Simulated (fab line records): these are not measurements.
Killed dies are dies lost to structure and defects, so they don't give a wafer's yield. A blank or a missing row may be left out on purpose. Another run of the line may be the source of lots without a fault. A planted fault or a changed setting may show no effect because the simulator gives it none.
Which tool was responsible? -- flow gf180mcu -- 6 lots, 18 wafers sampled, at 4 steps of a route of 602

WHAT THE GAUGES SHOWED, per wafer
GF_V4_THK_MEAS_01.
lot,measured,on,V4_CVD_00_THK (nm)
L776,day 24 08:53,film-metro-02,603 604 587
L780,day 25 07:08,film-metro-03,603 586 602
L782,day 26 02:20,film-metro-03,586 602 605
L788,day 27 23:46,film-metro-01,596 592 592
L791,day 28 14:08,film-metro-03,896 903 612
L798,day 30 11:49,film-metro-01,589 586 592

WHICH TOOL RAN EACH LOT (tool, then ch and the chambers of the sampled wafers, then the start)
lot,GF_V3_STRIP_18,GF_M4_SPUTTER_02,GF_V4_CVD_00
L776,"plasma-asher-02 ch 0,1, day 23 08:16","pvd-sputter-03, day 23 09:44","hdpcvd-01 ch 0,1,2, day 24 08:49"
L780,"plasma-asher-02 ch 0,1, day 24 07:08","pvd-sputter-03, day 24 08:29","hdpcvd-01 ch 1,2, day 25 07:04"
L782,"plasma-asher-02 ch 0,1, day 25 02:22","pvd-sputter-03, day 25 03:43","hdpcvd-02 ch 0,1,2, day 26 02:14"
L788,"plasma-asher-03 ch 0,1, day 27 01:49","pvd-sputter-02, day 27 03:14","hdpcvd-01 ch 0,1,2, day 27 23:42"
L791,"plasma-asher-02 ch 0,1, day 27 16:22","pvd-sputter-02, day 27 17:46","hdpcvd-02 ch 0,1, day 28 14:04"
L798,"plasma-asher-04 ch 0,1, day 29 14:43","pvd-sputter-02, day 29 16:05","hdpcvd-01 ch 1,2, day 30 11:42"
- GF_V3_STRIP_18: strips in O2/N2.
- GF_M4_SPUTTER_02: material AlCu, target thk 450 nm, time 23.9 s.
- GF_V4_CVD_00: deposits SiO2, target thk 600 nm, time 100 s.

THE ANSWER, worked out from the rows above alone
Rule: the lots themselves supply what counts as usual. Put in order of their means at a reading, lots are off if they are a third of the lots or fewer, leave a main group of 4 or more, and stand apart from it by a gap of 3 or more times the standard deviation of the main group's means; of several such gaps the widest counts. A main group whose means are all the same, to the digits that the tables above print for the reading, isn't used. A lot without any number at a reading at which 4 lots or more have one is off too. All remaining lots with rows at the step are treated as sound.
Off: L791, at GF_V4_THK_MEAS_01 (V4_CVD_00_THK). Main group: mean 595 nm, sd 3.4.
If a tool, at a process step before that reading, ran all the lots that are off and no sound lot after the first of them, it fits. The gauges at GF_V4_THK_MEAS_01 are tried like those tools. Can't be told from this: 3 tools fit, plasma-asher-02 at GF_V3_STRIP_18, hdpcvd-02 at GF_V4_CVD_00, film-metro-03 at GF_V4_THK_MEAS_01.

WHAT THE SIMULATOR HAD INSERTED
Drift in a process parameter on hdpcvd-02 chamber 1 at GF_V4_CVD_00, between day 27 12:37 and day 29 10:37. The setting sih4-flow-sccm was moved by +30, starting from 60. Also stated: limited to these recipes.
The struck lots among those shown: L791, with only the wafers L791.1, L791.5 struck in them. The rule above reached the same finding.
